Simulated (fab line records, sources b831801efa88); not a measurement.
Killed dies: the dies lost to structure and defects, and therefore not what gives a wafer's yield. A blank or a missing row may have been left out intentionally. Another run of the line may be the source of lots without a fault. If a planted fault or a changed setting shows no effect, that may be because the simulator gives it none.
fab line records | flow gf180mcu
[record] lots = 5 wafers = 23
route steps=602 shown STI@22 NWELL@44 VT_IMPLANT@98 DUAL_GATE@143 HV_LDD@182
startH: hours from the record's opening day to when the first of the lot's shown wafers began | waitH: time in hours since the lot's previous step | " the same as in the row above | L1.1+2: a single row standing in for several wafers | - no value, or no start given | * or withheld: withheld | < > ~ a bound
route shown NAME@n: NAME is a module with steps in the file, n the number in the route of the first one | usual: mean/standard deviation of fault-free wafers | same: alike in all rows | chamber/n: place in a boat | sites: the reading at each site | _std_site: the standard deviation of these | _edge_site: mean of outer sites minus mean of inner sites | radiusMm: for every site, how far away it sits from the centre of the wafer | mask NAME#n: copy n | behind: the last tool/chamber to shape the wafer | hold: the reason the lot was held/the length of the hold in hours/how it ended | device: whichever transistor did not switch (one of n, p or np) | end of line: the route-end tests of the same wafers | where a step has no rows: the recipe by itself | killed: dies lost to structure and defects at the first sort, not the wafer's yield | map: per-die view of a wafer (x killed, . not killed, _ where there is no die)
set.NAME: setting as actually run; set.NAME@STEP: the setting as run at that earlier step | model.NAME: the simulator's own value behind a step, which no gauge read
one table per step and one row per wafer, for lots whose settings were changed on purpose
[[steps]]
[step GF_STI_OXIDATION_21]
[recipe] tempC = 1000 ambient = O2 stabiliseS = 600 purgeS = 300 targetThkA = 150 oxTimeS = 458
// columns lot.wafer tool chamber startH waitH set.oxTimeS model.SiO2_of_STI_OXIDATION_21.thkNm
L074.1 - - - 0.5 421.6 14.52
L074.2 " - " " 421.6 14.66
L074.3 " - " " 421.6 14.56
L074.5 " - " " 421.6 14.59
L074.6 " - " " 421.6 14.7
L076.1 furnace-01 0 36.26 0.0 458 14.73
L076.3 " 0 " " 458 14.95
L076.6 " 0 " " 458 14.8
L080.1 - - - 6.6 405.1 13.71
L080.2 " - " " 405.1 13.83
L080.3 " - " " 405.1 13.63
L080.4 " - " " 405.1 13.77
L080.5 " - " " 405.1 13.99
L082.1 - - - 4.6 483.3 14.86
L082.2 " - " " 483.3 15.21
L082.3 " - " " 483.3 14.94
L082.4 " - " " 483.3 15.17
L082.6 " - " " 483.3 14.83
L083.1 - - - 2.1 407.1 14.15
L083.3 " - " " 407.1 14.23
L083.4 " - " " 407.1 14.14
L083.5 " - " " 407.1 14.08
L083.6 " - " " 407.1 13.88
[step GF_STI_OXIDATION_29]
[recipe] tempC = 900 ambient = O2 stabiliseS = 600 purgeS = 300 targetThkA = 100 oxTimeS = 1418
// columns lot.wafer tool chamber startH waitH set.oxTimeS model.SiO2_of_STI_OXIDATION_29.thkNm
L074.1 - - - 0.0 1287 9.436
L074.2 " - " " 1287 9.424
L074.3 " - " " 1287 9.342
L074.5 " - " " 1287 9.198
L074.6 " - " " 1287 9.389
L076.1 furnace-01 0 39.31 0.8 1418 9.737
L076.3 " 0 " " 1418 9.689
L076.6 " 0 " " 1418 9.538
L080.1 - - - 4.1 1519 10.62
L080.2 " - " " 1519 10.64
L080.3 " - " " 1519 10.46
L080.4 " - " " 1519 10.79
L080.5 " - " " 1519 10.61
L082.1 - - - 1.7 1418 9.821
L082.2 " - " " 1418 9.875
L082.3 " - " " 1418 9.503
L082.4 " - " " 1418 9.629
L082.6 " - " " 1418 9.742
L083.1 - - - 0.0 1332 9.532
L083.3 " - " " 1332 9.581
L083.4 " - " " 1332 9.706
L083.5 " - " " 1332 9.477
L083.6 " - " " 1332 9.482
[step GF_NWELL_COAT_02]
[recipe] spinRpm = 2000 resistThkNm = 3000
// columns lot.wafer tool chamber startH waitH set.resistThkNm model.coat_of_NWELL_COAT_02.thkNm
L074.1+3 lithoTrack-04 0 48.24 0.1 3165 3172
L074.2 " 0 " " 3165 3169
L074.5+6 " 0 " " 3000 3004
L076.1 lithoTrack-04 0 58.24 0.1 3000 2999
L076.3 " 0 " " 3000 2992
L076.6 " 0 " " 3000 3005
L080.1 lithoTrack-04 0 93.09 0.1 3171 3177
L080.2+5 " 0 " " 3000 2999
L080.3 " 0 " " 3171 3174
L080.4 " 0 " " 3171 3166
L082.1 lithoTrack-02 0 96.94 0.1 3171 3166
L082.2 " 0 " " 3000 3012
L082.3 " 0 " " 3171 3180
L082.4 " 0 " " 3000 3005
L082.6 " 0 " " 3000 3004
L083.1 lithoTrack-02 0 102.69 0.1 3000 2999
L083.3 " 0 " " 3000 3008
L083.4 " 0 " " 3000 3010
L083.5 " 0 " " 3000 3009
L083.6 " 0 " " 3000 2995
[step GF_NWELL_IMPLANT_09]
[recipe] species = P energyKev = 160 doseCm2 = 4e+12 tiltDeg = 0
// columns lot.wafer tool chamber startH waitH set.energyKev model.implant.rpNm model.implant.drpNm
L074.1+2+6 implanter-03 0 54.35 0.1 165.8 203.4 67.64
L074.3+5 " 0 " " 160 196.1 65.9
L076.1+3+6 implanter-03 0 64.38 0.1 160 196.9 65.9
L080.1+2+3 implanter-03 0 100.20 0.1 147.2 184.8 61.89
L080.4+5 " 0 " " 160 201.5 65.9
L082.1+2+3+4+6 implanter-02 0 104.45 0.1 160 197.8 65.9
L083.1+4+5 implanter-03 0 110.33 0.1 155.6 194.2 64.55
L083.3+6 " 0 " " 160 199.9 65.9
[step GF_NWELL_STRIP_10]
[recipe] chemistry = O2/N2 powerW = 1400 pressureMtorr = 1500 platenTempC = 250 o2FlowSccm = 3000 n2FlowSccm = 300 overashFraction = 0.5
[usual] stripTimeToEndpointS = 36.97/0.07
// columns lot.wafer tool chamber startH waitH set.resistThkNm@NWELL_COAT_02 stripTimeToEndpointS
L074.1 plasmaAsher-02 0 54.50 0.1 3165 38.90
L074.2 " 1 " " 3165 38.87
L074.3 " 0 " " 3165 38.89
L074.5 " 1 " " 3000 37.01
L074.6 " 0 " " 3000 37.00
L076.1 plasmaAsher-01 0 64.53 0.1 3000 36.95
L076.3 " 0 " " 3000 36.86
L076.6 " 1 " " 3000 37.00
L080.1 plasmaAsher-01 0 100.35 0.1 3171 38.95
L080.2 " 1 " " 3000 36.93
L080.3 " 1 " " 3171 38.93
L080.4 " 0 " " 3171 38.83
L080.5 " 0 " " 3000 36.95
L082.1 plasmaAsher-04 0 104.60 0.1 3171 38.81
L082.2 " 1 " " 3000 37.10
L082.3 " 1 " " 3171 38.99
L082.4 " 0 " " 3000 37.00
L082.6 " 1 " " 3000 37.01
L083.1 plasmaAsher-02 1 110.48 0.1 3000 36.94
L083.3 " 0 " " 3000 37.06
L083.4 " 1 " " 3000 37.08
L083.5 " 0 " " 3000 37.07
L083.6 " 1 " " 3000 36.89
[step GF_VT_IMPLANT_IMPLANT_08]
[recipe] species = BF2 energyKev = 20 doseCm2 = 8.29e+12 tiltDeg = 7
// columns lot.wafer tool chamber startH waitH set.doseCm2
L074.1+2 implanter-04 0 105.67 0.0 9.482e+12
L074.3+5+6 " 0 " " 8.29e+12
L076.1+3+6 implanter-04 0 119.38 0.0 8.29e+12
L080.1+4+5 implanter-03 0 160.72 0.0 8.29e+12
L080.2+3 " 0 " " 6.842e+12
L082.1+2+3+4+6 implanter-03 0 165.30 0.0 8.29e+12
L083.1+3+4+5+6 implanter-03 0 173.18 0.0 8.29e+12
[step GF_VT_IMPLANT_STRIP_09]
[recipe] chemistry = O2/N2 powerW = 1400 pressureMtorr = 1500 platenTempC = 250 o2FlowSccm = 3000 n2FlowSccm = 300 overashFraction = 0.5
[step GF_VT_IMPLANT_TW_MEAS_10]
[usual] VT_IMPLANT_TW = 561/5.6
// columns lot.wafer tool chamber startH waitH set.doseCm2@VT_IMPLANT_IMPLANT_08 VT_IMPLANT_TW
L074.1 filmMetro-04 - 105.92 0.1 9.482e+12 593
L074.2 " - " " 9.482e+12 595
L074.3 " - " " 8.29e+12 568
L074.5 " - " " 8.29e+12 567
L074.6 " - " " 8.29e+12 571
L076.1 filmMetro-01 - 119.63 0.1 8.29e+12 560
L076.3 " - " " 8.29e+12 556
L076.6 " - " " 8.29e+12 560
L080.1 filmMetro-04 - 160.97 0.1 8.29e+12 564
L080.2 " - " " 6.842e+12 533
L080.3 " - " " 6.842e+12 534
L080.4 " - " " 8.29e+12 566
L080.5 " - " " 8.29e+12 565
L082.1 filmMetro-01 - 165.55 0.1 8.29e+12 570
L082.2 " - " " 8.29e+12 565
L082.3 " - " " 8.29e+12 567
L082.4 " - " " 8.29e+12 566
L082.6 " - " " 8.29e+12 563
L083.1 filmMetro-02 - 173.43 0.1 8.29e+12 554
L083.3 " - " " 8.29e+12 557
L083.4 " - " " 8.29e+12 557
L083.5 " - " " 8.29e+12 556
L083.6 " - " " 8.29e+12 559
[step GF_DUAL_GATE_OXIDATION_02]
[recipe] tempC = 900 ambient = O2 stabiliseS = 600 purgeS = 300 targetThkA = 108.87 oxTimeS = 1602
// columns lot.wafer tool chamber startH waitH set.tempC model.SiO2_of_DUAL_GATE_OXIDATION_02.thkNm
L074.1 - - - 0.5 897.3 10.54
L074.2 " - " " 897.3 10.6
L074.3 " - " " 897.3 10.84
L074.5 " - " " 897.3 10.57
L074.6 " - " " 897.3 10.59
L076.1 furnace-01 0 167.34 1.2 900 10.85
L076.3 " 0 " " 900 10.86
L076.6 " 0 " " 900 11.03
L080.1 - - - 0.0 896.1 10.13
L080.2 " - " " 896.1 10.42
L080.3 " - " " 896.1 10.29
L080.4+5 " - " " 896.1 10.24
L082.1 - - - 0.0 907.1 11.54
L082.2 " - " " 907.1 11.79
L082.3 " - " " 907.1 11.77
L082.4 " - " " 907.1 11.68
L082.6 " - " " 907.1 11.75
L083.1 - - - 1.1 900 10.81
L083.3 " - " " 900 10.96
L083.4+5 " - " " 900 10.97
L083.6 " - " " 900 10.69
[step GF_DUAL_GATE_THK_MEAS_03]
[recipe] reads = SiO2_of_DUAL_GATE_OXIDATION_02
[usual] DUAL_GATE_OXIDATION_00_THK = 10.87/0.12
// columns lot.wafer tool chamber startH waitH set.tempC@DUAL_GATE_OXIDATION_02 DUAL_GATE_OXIDATION_00_THK[nm]
L074.1 filmMetro-02 - - - 897.3 10.48
L074.2 " - " " 897.3 10.55
L074.3 " - " " 897.3 10.83
L074.5 " - " " 897.3 10.57
L074.6 " - " " 897.3 10.65
L076.1 filmMetro-03 - 168.78 0.0 900 10.89
L076.3 " - " " 900 10.86
L076.6 " - " " 900 11.01
L080.1 filmMetro-02 - - - 896.1 10.08
L080.2 " - " " 896.1 10.42
L080.3 " - " " 896.1 10.33
L080.4 " - " " 896.1 10.26
L080.5 " - " " 896.1 10.24
L082.1 filmMetro-03 - - - 907.1 11.51
L082.2 " - " " 907.1 11.76
L082.3 " - " " 907.1 11.80
L082.4 " - " " 907.1 11.68
L082.6 " - " " 907.1 11.78
L083.1 filmMetro-03 - - - 900 10.81
L083.3 " - " " 900 10.95
L083.4 " - " " 900 10.99
L083.5 " - " " 900 10.95
L083.6 " - " " 900 10.68
[step GF_DUAL_GATE_COAT_06]
[recipe] resist = NOVOLAK spinRpm = 3000 resistThkNm = 1000
// columns lot.wafer tool chamber startH waitH set.resistThkNm model.NOVOLAK_of_DUAL_GATE_COAT_06.thkNm
L074.1 lithoTrack-02 0 160.09 0.1 975.7 977.9
L074.2 " 0 " " 1000 999.6
L074.3 " 0 " " 1000 1001
L074.5 " 0 " " 975.7 976.7
L074.6 " 0 " " 975.7 977
L076.1 lithoTrack-02 0 176.64 0.1 1000 999
L076.3 " 0 " " 1000 999.5
L076.6 " 0 " " 1000 1001
L080.1 lithoTrack-04 0 222.29 0.1 1000 1001
L080.2 " 0 " " 1000 997.1
L080.3+4 " 0 " " 1000 999.5
L080.5 " 0 " " 1000 998.2
L082.1 lithoTrack-04 0 227.94 0.1 1000 999.5
L082.2 " 0 " " 1000 998.9
L082.3 " 0 " " 971.2 969.2
L082.4 " 0 " " 971.2 966.5
L082.6 " 0 " " 971.2 968
L083.1 lithoTrack-02 0 236.59 0.1 1000 1003
L083.3 " 0 " " 1000 998.3
L083.4 " 0 " " 1054 1053
L083.5 " 0 " " 1000 1001
L083.6 " 0 " " 1054 1055
[step GF_DUAL_GATE_SOFTBAKE_07]
[recipe] tempC = 90 timeS = 60 resist = NOVOLAK
[step GF_DUAL_GATE_EXPOSE_08]
[recipe] maskId = Dualgate targetCdNm = 700 na = 0.6 sourceShape = conventional sigmaOuter = 0.6 doseMj = 140
[step GF_DUAL_GATE_WET_ETCH_12]
[recipe] chemistry = dHF targetDepthNm = 13 dry = n2Spin target = SiO2 tempC = 25 dilution = 100:1 timeS = 254.1
[step GF_DUAL_GATE_STRIP_13]
[recipe] chemistry = O2/N2 powerW = 1400 pressureMtorr = 1500 platenTempC = 250 o2FlowSccm = 3000 n2FlowSccm = 300 overashFraction = 0.5
[usual] stripTimeToEndpointS = 12.622/0.026
// columns lot.wafer tool chamber startH waitH set.resistThkNm@DUAL_GATE_COAT_06 stripTimeToEndpointS
L074.1 plasmaAsher-03 1 167.74 0.0 975.7 12.382
L074.2 " 0 " " 1000 12.614
L074.3 " 0 " " 1000 12.651
L074.5 " 0 " " 975.7 12.349
L074.6 " 1 " " 975.7 12.356
L076.1 plasmaAsher-02 0 184.96 0.0 1000 12.626
L076.3 " 1 " " 1000 12.627
L076.6 " 0 " " 1000 12.636
L080.1 plasmaAsher-02 1 231.74 0.0 1000 12.637
L080.2 " 0 " " 1000 12.608
L080.3 " 1 " " 1000 12.631
L080.4 " 0 " " 1000 12.611
L080.5 " 1 " " 1000 12.587
L082.1 plasmaAsher-03 1 237.65 0.0 1000 12.612
L082.2 " 0 " " 1000 12.609
L082.3 " 0 " " 971.2 12.261
L082.4 " 1 " " 971.2 12.238
L082.6 " 0 " " 971.2 12.259
L083.1 plasmaAsher-02 0 245.29 0.0 1000 12.656
L083.3 " 0 " " 1000 12.602
L083.4 " 1 " " 1054 13.145
L083.5 " 0 " " 1000 12.635
L083.6 " 1 " " 1054 13.178
[step GF_HV_LDD_DEVELOP_06]
[recipe] developTimeS = 60 devTempC = 23
// columns lot.wafer tool chamber startH waitH set.developTimeS
L074.1+2+3+5+6 lithoTrack-01 0 207.47 0.1 60
L076.1+3+6 lithoTrack-01 0 225.07 0.1 60
L080.1+5 lithoTrack-03 0 276.21 0.1 66.81
L080.2+3+4 " 0 " " 60
L082.1+2+3+4+6 lithoTrack-01 0 282.72 0.1 60
L083.1+3+4 lithoTrack-01 0 289.42 0.1 65.36
L083.5+6 " 0 " " 60
[step GF_HV_LDD_CD_MEAS_07]
[recipe] targetCdNm = 400
[usual] cdNm = 399.5/2
// columns lot.wafer tool chamber startH waitH set.developTimeS@HV_LDD_DEVELOP_06 cdNm
L074.1 cdSem-02 - 207.62 0.1 60 398.1
L074.2 " - " " 60 398.9
L074.3 " - " " 60 397.5
L074.5 " - " " 60 397.4
L074.6 " - " " 60 397.5
L076.1 cdSem-02 - 225.33 0.2 60 400.7
L076.3 " - " " 60 403.0
L076.6 " - " " 60 399.9
L080.1 cdSem-02 - 276.36 0.1 66.81 410.9
L080.2 " - " " 60 400.8
L080.3 " - " " 60 402.6
L080.4 " - " " 60 401.2
L080.5 " - " " 66.81 412.8
L082.1 cdSem-02 - 282.90 0.2 60 398.2
L082.2 " - " " 60 398.3
L082.3 " - " " 60 397.8
L082.4 " - " " 60 398.4
L082.6 " - " " 60 397.6
L083.1 cdSem-01 - 289.57 0.1 65.36 401.8
L083.3 " - " " 65.36 403.0
L083.4 " - " " 65.36 406.5
L083.5 " - " " 60 397.4
L083.6 " - " " 60 397.9
[step GF_HV_LDD_IMPLANT_21]
[recipe] species = BF2 energyKev = 25 doseCm2 = 5e+13 tiltDeg = 7
// columns lot.wafer tool chamber startH waitH set.energyKev model.implant.rpNm model.implant.drpNm
L074.1+5 implanter-01 0 225.67 0.0 26.85 21.73 12
L074.2+3+6 " 0 " " 25 20.52 11.41
L076.1+3+6 implanter-02 0 243.50 0.0 25 20.32 11.41
L080.1+2+3+4+5 implanter-02 0 296.22 0.0 25 21.09 11.41
L082.1+3+6 implanter-03 0 302.42 0.0 26.79 22.04 11.98
L082.2+4 " 0 " " 25 20.85 11.41
L083.1+3+6 implanter-02 0 309.82 0.0 25 20.1 11.41
L083.4+5 " 0 " " 22.92 18.74 10.73
[step GF_HV_LDD_DEVELOP_30]
[recipe] developTimeS = 60 devTempC = 23
// columns lot.wafer tool chamber startH waitH set.developTimeS model.HV_LDD.cdNm
L074.1 lithoTrack-03 0 243.26 0.1 60 400.9
L074.2 " 0 " " 55.01 393.4
L074.3 " 0 " " 55.01 392.5
L074.5 " 0 " " 60 400.1
L074.6 " 0 " " 60 399.8
L076.1 lithoTrack-04 0 261.79 0.1 60 401.1
L076.3 " 0 " " 60 404.1
L076.6 " 0 " " 60 401.6
L080.1 lithoTrack-01 0 316.47 0.1 60 401.3
L080.2 " 0 " " 65.77 410.7
L080.3 " 0 " " 60 399.9
L080.4 " 0 " " 65.77 411.5
L080.5 " 0 " " 65.77 411.6
L082.1 lithoTrack-04 0 323.44 0.1 60 399.8
L082.2 " 0 " " 53.98 387.6
L082.3 " 0 " " 60 399.2
L082.4 " 0 " " 53.98 389.7
L082.6 " 0 " " 53.98 388.2
L083.1 lithoTrack-04 0 330.64 0.1 53.3 385.9
L083.3 " 0 " " 60 405.8
L083.4 " 0 " " 53.3 386
L083.5 " 0 " " 60 404.7
L083.6 " 0 " " 60 404.5
[step GF_HV_LDD_CD_MEAS_31]
[recipe] targetCdNm = 400
[usual] cdNm = 399.8/1.9
// columns lot.wafer tool chamber startH waitH set.developTimeS@HV_LDD_DEVELOP_30 cdNm
L074.1 cdSem-02 - 243.41 0.1 60 399.3
L074.2 " - " " 55.01 393.4
L074.3 " - " " 55.01 392.5
L074.5 " - " " 60 397.9
L074.6 " - " " 60 400.2
L076.1 cdSem-02 - 261.94 0.1 60 400.5
L076.3 " - " " 60 397.6
L076.6 " - " " 60 400.9
L080.1 cdSem-01 - 316.62 0.1 60 406.3
L080.2 " - " " 65.77 410.7
L080.3 " - " " 60 404.7
L080.4 " - " " 65.77 411.3
L080.5 " - " " 65.77 411.5
L082.1 cdSem-02 - 323.59 0.1 60 398.3
L082.2 " - " " 53.98 387.3
L082.3 " - " " 60 397.6
L082.4 " - " " 53.98 389.7
L082.6 " - " " 53.98 388.7
L083.1 cdSem-02 - 330.79 0.1 53.3 385.7
L083.3 " - " " 60 399.9
L083.4 " - " " 53.3 386.0
L083.5 " - " " 60 398.9
L083.6 " - " " 60 398.1
[step GF_HV_LDD_COAT_41]
[recipe] resist = NOVOLAK spinRpm = 3000 resistThkNm = 1000
// columns lot.wafer tool chamber startH waitH set.spinRpm model.NOVOLAK_of_HV_LDD_COAT_41.thkNm
L074.1 lithoTrack-03 0 253.31 0.1 2921 1009
L074.2 " 0 " " 2921 1010
L074.3 " 0 " " 2921 1006
L074.5 " 0 " " 3000 995.5
L074.6 " 0 " " 3000 995.8
L076.1 lithoTrack-01 0 271.42 0.1 3000 999.1
L076.3+6 " 0 " " 3000 1000
L080.1 lithoTrack-01 0 327.72 0.1 3000 998.7
L080.2 " 0 " " 3000 998.6
L080.3 " 0 " " 3000 1002
L080.4+5 " 0 " " 2942 1009
L082.1+6 lithoTrack-01 0 334.17 0.1 3000 1002
L082.2 " 0 " " 3079 990.5
L082.3 " 0 " " 3079 989.8
L082.4 " 0 " " 3079 989
L083.1 lithoTrack-04 0 341.64 0.1 3000 993.3
L083.3 " 0 " " 3145 970.4
L083.4 " 0 " " 3145 971.5
L083.5 " 0 " " 3000 994.1
L083.6 " 0 " " 3000 993.4
[step GF_HV_LDD_IMPLANT_48]
[recipe] species = B energyKev = 25 doseCm2 = 3e+13 tiltDeg = 7
// columns lot.wafer tool chamber startH waitH set.doseCm2
L074.1+3+5 implanter-03 0 263.02 0.0 3.057e+13
L074.2+6 " 0 " " 3e+13
L076.1+3+6 implanter-02 0 281.33 0.0 3e+13
L080.1+3+5 implanter-03 0 338.57 0.0 3.138e+13
L080.2+4 " 0 " " 3e+13
L082.1+2+3 implanter-01 0 345.34 0.0 3e+13
L082.4+6 " 0 " " 2.795e+13
L083.1+3+5 implanter-02 0 352.44 0.0 3e+13
L083.4+6 " 0 " " 3.084e+13
[step GF_HV_LDD_STRIP_49]
[recipe] chemistry = O2/N2 powerW = 1400 pressureMtorr = 1500 platenTempC = 250 o2FlowSccm = 3000 n2FlowSccm = 300 overashFraction = 0.5
[usual] stripTimeToEndpointS = 12.62/0.038
// columns lot.wafer tool chamber startH waitH set.spinRpm@HV_LDD_COAT_41 stripTimeToEndpointS
L074.1 plasmaAsher-03 0 263.17 0.1 2921 12.74
L074.2 " 1 " " 2921 12.74
L074.3 " 1 " " 2921 12.70
L074.5 " 0 " " 3000 12.59
L074.6 " 1 " " 3000 12.58
L076.1 plasmaAsher-01 0 281.48 0.1 3000 12.60
L076.3 " 0 " " 3000 12.63
L076.6 " 0 " " 3000 12.62
L080.1 plasmaAsher-02 1 338.72 0.1 3000 12.61
L080.2 " 0 " " 3000 12.62
L080.3 " 1 " " 3000 12.65
L080.4 " 0 " " 2942 12.73
L080.5 " 1 " " 2942 12.74
L082.1 plasmaAsher-03 1 345.49 0.1 3000 12.65
L082.2 " 0 " " 3079 12.52
L082.3 " 1 " " 3079 12.52
L082.4 " 0 " " 3079 12.52
L082.6 " 0 " " 3000 12.66
L083.1 plasmaAsher-02 1 352.59 0.1 3000 12.55
L083.3 " 1 " " 3145 12.29
L083.4 " 0 " " 3145 12.28
L083.5 " 1 " " 3000 12.58
L083.6 " 0 " " 3000 12.56
[[key]]
[split] step = GF_STI_OXIDATION_21 setting = oxTimeS stated = 458 by = lot
[response] step = GF_STI_OXIDATION_21 reading = model.SiO2_of_STI_OXIDATION_21.thkNm change = +0.0606 per = 1% r = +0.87
[split] step = GF_STI_OXIDATION_29 setting = oxTimeS stated = 1418 by = lot
[response] step = GF_STI_OXIDATION_29 reading = model.SiO2_of_STI_OXIDATION_29.thkNm change = +0.0719 per = 1% r = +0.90
[split] step = GF_NWELL_COAT_02 setting = resistThkNm stated = 3000 by = wafer
[response] step = GF_NWELL_COAT_02 reading = model.coat_of_NWELL_COAT_02.thkNm change = +29.9 per = 1% r = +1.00
[response] step = GF_NWELL_STRIP_10 reading = stripTimeToEndpointS change = * per = 1% r = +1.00
[split] step = GF_NWELL_IMPLANT_09 setting = energyKev stated = 160 by = wafer
[response] step = GF_NWELL_IMPLANT_09 reading = model.implant.rpNm change = +2.08 per = 1% r = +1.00
[response] step = GF_NWELL_IMPLANT_09 reading = model.implant.drpNm change = +0.497 per = 1% r = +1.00
[split] step = GF_VT_IMPLANT_IMPLANT_08 setting = doseCm2 stated = 8.29e+12 by = wafer
[response] step = GF_VT_IMPLANT_TW_MEAS_10 reading = VT_IMPLANT_TW change = +1.78 per = 1% r = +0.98
[split] step = GF_DUAL_GATE_OXIDATION_02 setting = tempC stated = 900 by = lot
[response] step = GF_DUAL_GATE_OXIDATION_02 reading = model.SiO2_of_DUAL_GATE_OXIDATION_02.thkNm change = +1.11 per = 1% r = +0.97
[response] step = GF_DUAL_GATE_THK_MEAS_03 reading = DUAL_GATE_OXIDATION_00_THK change = +1.11 per = 1% r = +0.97
[split] step = GF_DUAL_GATE_COAT_06 setting = resistThkNm stated = 1000 by = wafer
[response] step = GF_DUAL_GATE_COAT_06 reading = model.NOVOLAK_of_DUAL_GATE_COAT_06.thkNm change = +9.96 per = 1% r = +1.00
[response] step = GF_DUAL_GATE_STRIP_13 reading = stripTimeToEndpointS change = * per = 1% r = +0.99
[split] step = GF_HV_LDD_DEVELOP_06 setting = developTimeS stated = 60 by = wafer
[response] step = GF_HV_LDD_CD_MEAS_07 reading = cdNm change = +0.824 per = 1% r = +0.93
[split] step = GF_HV_LDD_IMPLANT_21 setting = energyKev stated = 25 by = wafer
[response] step = GF_HV_LDD_IMPLANT_21 reading = model.implant.rpNm change = +0.164 per = 1% r = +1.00
[response] step = GF_HV_LDD_IMPLANT_21 reading = model.implant.drpNm change = +0.0803 per = 1% r = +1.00
[split] step = GF_HV_LDD_DEVELOP_30 setting = developTimeS stated = 60 by = wafer
[response] step = GF_HV_LDD_DEVELOP_30 reading = model.HV_LDD.cdNm change = +1.26 per = 1% r = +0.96
[response] step = GF_HV_LDD_CD_MEAS_31 reading = cdNm change = +0.896 per = 1% r = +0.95
[split] step = GF_HV_LDD_COAT_41 setting = spinRpm stated = 3000 by = wafer
[response] step = GF_HV_LDD_COAT_41 reading = model.NOVOLAK_of_HV_LDD_COAT_41.thkNm change = -4.72 per = 1% r = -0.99
[response] step = GF_HV_LDD_STRIP_49 reading = stripTimeToEndpointS change = * per = 1% r = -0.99
[split] step = GF_HV_LDD_IMPLANT_48 setting = doseCm2 stated = 3e+13 by = wafer
response none clear
